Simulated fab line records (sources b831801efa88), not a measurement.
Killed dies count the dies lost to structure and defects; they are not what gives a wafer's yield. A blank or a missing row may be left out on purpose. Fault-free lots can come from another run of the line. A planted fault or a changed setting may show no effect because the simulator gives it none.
Which tool is to blame?    flow sky130    7 lots, 21 wafers sampled, at 3 steps of a route of 708

## WHAT EACH GAUGE READ, for each wafer
SKY_PWDE_TW_MEAS_10.
lot   measured     on             PWDE_TW
L174  day 6 18:17  film-metro-04  373 374 375
L176  day 7 10:27  film-metro-03  369 369 369
L178  day 7 21:47  film-metro-03  369 369 367
L181  day 8 13:00  film-metro-04  374 374 375
L183  day 8 21:53  film-metro-03  366 368 367
L185  day 9 11:38  film-metro-04  375 374 374

## TOOL THAT RAN EACH LOT (tool first, then ch and the chambers of the sampled wafers, then the start)
lot   SKY_FIELD_ISO_CVD_03        SKY_FIELD_ISO_STRIP_16
L170  lpcvd-02 ch 0, day 3 06:02  -
L174  lpcvd-02 ch 1, day 4 01:41  plasma-asher-04 ch 1, day 4 21:43
L176  lpcvd-02 ch 1, day 4 14:03  plasma-asher-04 ch 0,1, day 5 11:15
L178  lpcvd-02 ch 0, day 4 21:14  plasma-asher-04 ch 0,1, day 5 18:04
L181  lpcvd-02 ch 0, day 5 11:38  plasma-asher-04 ch 0,1, day 6 08:39
L183  lpcvd-02 ch 0, day 5 21:54  plasma-asher-03 ch 0,1, day 6 18:52
L185  lpcvd-02 ch 1, day 6 09:23  plasma-asher-03 ch 0,1, day 7 05:42
- SKY_FIELD_ISO_CVD_03: deposits Si3N4 from DCS/NH3, target thk 165 nm, time 2830 s.
- SKY_FIELD_ISO_STRIP_16: strips in O2/N2.

## THE ANSWER, worked out from the rows above alone
Rule: the usual values come from the lots themselves. Put in order of their means at a reading, lots are off if they are a third of the lots or fewer, leave a main group of 4 or more, and stand apart from it by a gap of 3 or more times the standard deviation of the main group's means; of several such gaps the widest counts. A main group is skipped when, at the precision printed for the reading in the tables above, its means are all equal. Also off: a lot with no number at a reading for which 4 or more lots have one. All remaining lots with rows at the step are treated as sound.
Nothing can be told from this: no lot is off at any reading shown.

## WHAT HAD BEEN PUT IN BY THE SIMULATOR
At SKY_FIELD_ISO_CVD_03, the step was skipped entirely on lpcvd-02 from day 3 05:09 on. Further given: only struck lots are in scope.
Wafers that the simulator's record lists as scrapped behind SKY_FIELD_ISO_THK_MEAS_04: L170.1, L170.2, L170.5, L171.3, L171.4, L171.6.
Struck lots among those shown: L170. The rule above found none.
